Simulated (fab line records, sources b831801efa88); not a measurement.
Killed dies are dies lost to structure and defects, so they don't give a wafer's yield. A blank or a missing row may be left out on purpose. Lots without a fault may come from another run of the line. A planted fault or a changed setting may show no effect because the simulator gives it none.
Problem report in the 8D (eight disciplines) form, filled by code | flow sfq_line | the parts of the form that need people (team, actions taken, sign-off) are left out

1. THE PROBLEM
platen_rpm at SFQ_TRILAYER_I1_CMP_CMP_046 reads a mean of 53.98 rpm on 6 wafers of 2 lots; wafers without a fault read 60.00 rpm with a standard deviation of 0.047. That is -99 or more standard deviations from the usual mean.
The step: polishes SiO2.
First seen on wafer L190.1, day 25 09:36, on cmp-01. The record holds 42 wafers of 14 lots with a number at this step. Rule for "out", or "out of limits": more than 4 standard deviations from the usual mean. The other wafers with a number count as sound.

2. WHAT IT IS AND WHAT IT IS NOT
question                    | is                     | is not
which readings at this step | platen_rpm             | motor_current_A, retaining_ring_pressure_frac
which lots                  | L190, L191             | L189, L192, L193, L194, L200, L201, L202, L203, L206, L208, L209, L210
which wafers of those lots  | all that have a number | -
read on which tools         | cmp-01                 | cmp-02
when                        | from day 25 09:36      | up to then (3 sound wafers); but 33 sound wafers of L192, L193, L194, L200, L201, L202, L203, L206, L208, L209, L210 came after

3. SUSPECTS, AND WHAT RULES EACH OUT
Counting: a tool at a process step up to the reading stays a suspect if it ran every lot that is out and no sound lot after the first of them.
- rie_metal-03 at SFQ_TRILAYER_M1_STRIP_STRIP_043 (strips in O2): ruled out as a lasting fault. Sound lots L200, L206, L208 ran on it after its first lot that is out, L190 (day 25 08:14).
- cmp-01 at SFQ_TRILAYER_I1_CMP_CMP_046 (polishes SiO2): ruled out as a lasting fault. Sound lots L200, L206, L208, L209, L210 ran on it after its first lot that is out, L190 (day 25 09:36).
Left after counting: nothing in the record.

4. THE CAUSE (what the simulator had put in)
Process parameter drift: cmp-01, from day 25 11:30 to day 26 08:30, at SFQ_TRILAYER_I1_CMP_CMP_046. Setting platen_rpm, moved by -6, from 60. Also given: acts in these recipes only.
Counting ruled it out, wrongly.

5. THE CHAIN OF EFFECTS, in route order
Each row: a reading whose mean over the struck wafers that have a number lies more than 3 standard deviations from the usual. Only readings for which the record gives a usual standard deviation are gone through. hours: the time from each lot's start at the first step in this table that gives one to its start at this step, as a median over the lots. sigmas: the change in usual standard deviations.
hours | step                        | reading    | usual     | on struck wafers | change | sigmas
0     | SFQ_TRILAYER_I1_CMP_CMP_046 | platen_rpm | 60.00 rpm | 53.98            | -6.02  | -99 or more
The process steps in it:
- SFQ_TRILAYER_I1_CMP_CMP_046: polishes SiO2.

6. WHAT WOULD HAVE CAUGHT IT SOONER
In this record the first reading out of limits was taken at day 25 09:36.
